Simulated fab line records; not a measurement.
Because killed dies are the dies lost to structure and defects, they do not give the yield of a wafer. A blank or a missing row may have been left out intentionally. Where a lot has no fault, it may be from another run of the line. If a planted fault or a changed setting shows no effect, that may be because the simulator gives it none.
2 desks looking at one fault    flow gf180mcu    what lay behind the numbers comes last; until then each desk has only its own

== THE TOOL OWNER'S DESK: rieDiel-03 ==
The tool's own readings at GF_M5_ETCH_09 (etches Si3N4 in CF4/O2, target depth 52 nm, time 11.6 s): means of the sampled wafers that have a number, for each lot that ran on this tool. Marked OUT: a lot whose mean sits more than 4 standard deviations from the usual mean, which makes it out of limits; the brackets give that distance.
Columns: A = drypumpMotorCurrentA at GF_M5_ETCH_09, usual 5.6 A; B = oesProductAu at GF_M5_ETCH_09, usual 0.996 a.u.; C = throttleValvePct at GF_M5_ETCH_09, usual 5.969 %
lot   first seen here  A    B                C
L972  day 26 15:56     5.2  1.009            5.973
L979  day 28 10:18     5.8  0.997            5.965
L980  day 28 21:10     5.1  0.999            5.973
L982  day 29 14:51     5.1  1.004            5.961
L988  day 31 03:40     5.6  1.300 (+28) OUT  6.052 (+8.8) OUT
L990  day 31 19:32     5.4  1.288 (+27) OUT  6.053 (+8.9) OUT
This desk's verdict: out of limits on L988, L990, starting with L988 at day 31 03:40 (oesProductAu at GF_M5_ETCH_09). L972, L979, L980, L982 stayed within limits.

== FROM THE METROLOGY DESK ==
What the gauges read, lot by lot, whatever tool the lot ran on: means of the sampled wafers that have a number. Marked OUT: a lot whose mean sits more than 4 standard deviations from the usual mean, which makes it out of limits; the brackets give that distance.
Columns: A = cdNm at GF_M4_CD_MEAS_14, usual 279.8 nm; B = M4_OVL at GF_M4_OVL_MEAS_15, usual 1 nm
lot   first seen here  A      B
L972  day 23 20:43     280.2  2
L973  day 23 23:14     279.8  -3
L976  day 25 03:09     279.9  -0
L977  day 25 06:32     281.9  -2
L978  day 25 10:25     278.1  -9
L979  day 25 17:40     279.1  -4
L980  day 26 05:31     281.4  10
L982  day 27 00:46     280.9  8
L988  day 28 15:09     277.9  2
L990  day 29 09:14     278.9  4
L994  day 30 07:07     280.3  -2
L995  day 30 12:55     277.9  6
This desk found nothing out of limits on any of the 12 lots.

== TAKEN TOGETHER ==
On L988, L990, at day 31 03:40, an alarm was possible from the tool owner's desk.
Metrology desk: nothing out of limits seen.
The metrology desk holds a record of L988, L990, inside its limits.
The lots listed all ran GF_M5_ETCH_09 on rieDiel-03.

== WHAT THE SIMULATOR HAD INSERTED ==
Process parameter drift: rieDiel-03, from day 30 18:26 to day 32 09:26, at GF_M5_ETCH_09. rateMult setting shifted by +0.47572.
Lots struck among those shown: L988, L990.
Each desk's first reading out of limits, in hours after the fault started: the tool owner's desk, 9.
